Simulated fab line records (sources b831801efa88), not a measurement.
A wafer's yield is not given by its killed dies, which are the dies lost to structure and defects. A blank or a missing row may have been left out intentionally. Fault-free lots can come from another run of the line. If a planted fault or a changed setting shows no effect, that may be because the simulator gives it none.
Shared-tool check | flow sky130 | Sample size 13 lots and 39 wafers

## WHAT PROMPTED THE OPENING
Of 13 lots, 2 have the reading VIA2_HDPCVD_THK flagged at SKY_VIA2_THK_MEAS_01. Wafers without a fault read 1176 nm, standard deviation 14.
Rule: a lot is flagged when every wafer of it that has a number lies more than 4 standard deviations from that mean, or none has a number. As for the other lots, they are considered sound.

lot  | measured     | on            | VIA2_HDPCVD_THK (nm), wafer by wafer | flag
L120 | day 35 07:44 | film_metro-02 | 1187 1178 1186                       |
L121 | day 35 16:23 | film_metro-04 | 1192 1201 1177                       |
L122 | day 36 00:54 | film_metro-02 | 1196 1183 1178                       |
L123 | day 36 09:04 | film_metro-02 | 1183 1182 1182                       |
L124 | day 36 20:10 | film_metro-02 | 1168 1164 1177                       |
L125 | day 37 08:23 | film_metro-02 | 1186 1189 1196                       |
L127 | day 37 11:05 | film_metro-02 | 1181 1204 1172                       |
L128 | day 38 16:57 | film_metro-04 | 1177 1169 1164                       |
L130 | day 38 20:29 | film_metro-01 | 2335 2326 2366                       | FLAGGED
L131 | day 39 00:50 | film_metro-01 | 1185 1170 1196                       |
L137 | day 40 14:11 | film_metro-01 | 2310 2358 2300                       | FLAGGED
L142 | day 42 03:59 | film_metro-04 | 1186 1161 1182                       |
L143 | day 42 05:11 | film_metro-02 | 1152 1158 1157                       |
Average over the flagged lots: 2332 nm; offset from the usual +1156 nm, equal to +83 standard deviations.

## LOT BY LOT: THE TOOL USED
The record holds 1 process step before the reading, out of a route of 708 steps. In each cell: the tool, then ch and the chambers that the sampled wafers went through, then the start.
lot  | flag    | SKY_VIA2_HDPCVD_00
L120 |         | hdpcvd-02 ch 0,1,2, day 35 07:37
L121 |         | hdpcvd-01 ch 0,1,2, day 35 16:15
L122 |         | hdpcvd-01 ch 0,2, day 36 00:46
L123 |         | hdpcvd-01 ch 0,2, day 36 08:56
L124 |         | hdpcvd-02 ch 0,1,2, day 36 20:04
L125 |         | hdpcvd-01 ch 0,1,2, day 37 08:16
L127 |         | hdpcvd-01 ch 0,2, day 37 10:57
L128 |         | hdpcvd-01 ch 1,2, day 38 16:49
L130 | FLAGGED | hdpcvd-01 ch 0,1,2, day 38 20:04
L131 |         | hdpcvd-01 ch 0,1,2, day 39 00:42
L137 | FLAGGED | hdpcvd-01 ch 0,1, day 40 13:46
L142 |         | hdpcvd-02 ch 0,1,2, day 42 03:51
L143 |         | hdpcvd-01 ch 0,2, day 42 05:00
What the steps here do:
- SKY_VIA2_HDPCVD_00: deposits SiO2, target thk 1180 nm, time 196.7 s.
- SKY_VIA2_THK_MEAS_01

## FLAGGED AGAINST TOTAL, ONE TOOL AT A TIME (gauges that did the reading follow at the end)
step                 | tool          | lots run | flagged | share of the flagged lots | sound lots run after its first flagged lot
SKY_VIA2_HDPCVD_00   | hdpcvd-01     | 10       | 2       | all                       | 2 (L131,L143)
SKY_VIA2_HDPCVD_00   | hdpcvd-02     | 3        | 0       | none                      | -
SKY_VIA2_THK_MEAS_01 | film_metro-01 | 3        | 2       | all                       | 1 (L131)
SKY_VIA2_THK_MEAS_01 | film_metro-02 | 7        | 0       | none                      | -
SKY_VIA2_THK_MEAS_01 | film_metro-04 | 3        | 0       | none                      | -

## WHAT THE TABLE PERMITS
2 rows of the table ran every flagged lot: hdpcvd-01 at SKY_VIA2_HDPCVD_00, film_metro-01 at SKY_VIA2_THK_MEAS_01.
- hdpcvd-01 at SKY_VIA2_HDPCVD_00 ran 10 lots, 2 of them flagged. After the first flagged lot (L131, L143), sound lots still ran on it; a lasting fault on the whole tool would not permit that.
- film_metro-01 at SKY_VIA2_THK_MEAS_01 ran 3 lots, 2 of them flagged. After the first flagged lot (L131), sound lots still ran on it; a lasting fault on the whole tool would not permit that.
Every row of the table either missed a flagged lot or ran a sound lot after the first.

## WHAT HAD BEEN PUT IN BY THE SIMULATOR
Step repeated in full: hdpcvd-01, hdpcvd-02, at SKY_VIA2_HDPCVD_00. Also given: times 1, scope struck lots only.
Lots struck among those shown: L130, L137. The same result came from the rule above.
